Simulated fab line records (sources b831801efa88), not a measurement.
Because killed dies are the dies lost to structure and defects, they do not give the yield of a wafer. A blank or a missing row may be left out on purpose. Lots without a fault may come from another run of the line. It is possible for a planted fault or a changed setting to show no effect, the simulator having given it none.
Chamber matching    flow sky130    SKY_LI_CONTACT_CMP_02 on cmp-02 has 4 sister chambers
The step polishes PSG. 8 wafers are shown with their chamber, then 7 later ones without.

EACH WAFER AND ITS CHAMBER
wafer   chamber  motor_current_A (A)  time_to_endpoint_s (s)
L294.2  2        12.6                 33.5
L307.3  2        12.9                 33.4
L307.5  3        13.4                 32.7
L310.3  1        10.0                 36.4
L310.4  0        12.1                 32.8
L310.6  0        12.4                 31.0
L311.2  3        13.4                 33.8
L311.3  1        10.9                 30.4

WAFERS WHOSE CHAMBER IS MISSING
wafer   motor_current_A (A)  time_to_endpoint_s (s)
L311.5  13.4                 33.7
L313.2  10.8                 34.0
L313.4  13.3                 32.1
L313.6  13.5                 33.1
L312.3  10.6                 34.8
L312.5  13.1                 32.0
L312.6  13.0                 34.6

WHICH CHAMBER EACH WENT THROUGH
wafer   from the rows above           in truth
L311.5  can't be placed: 3 or 2       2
L313.2  1                             1
L313.4  can't be placed: 3 or 2       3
L313.6  can't be placed: 3 or 2       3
L312.3  1                             1
L312.5  can't be placed: 3 or 2 or 0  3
L312.6  can't be placed: 2 or 3 or 0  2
Correctly placed: 2 of 7. Not placeable from these rows: 5 (in 5, the candidates include the true chamber). Placed wrongly: 0.
How it was worked out, from the rows above alone: a wafer's distance from a chamber is the root of the sum, over the readings, of the square of ((its reading less the chamber's mean) divided by the reading's scatter). If the next closest chamber is less than 2 further off than the closest, the wafer can't be placed; otherwise it belongs to the closest. A chamber's mean is the mean of its shown wafers. The scatter is the square root of a quotient: the sum, over the shown wafers, of each reading's squared deviation from its chamber's mean, divided by wafers minus chambers.
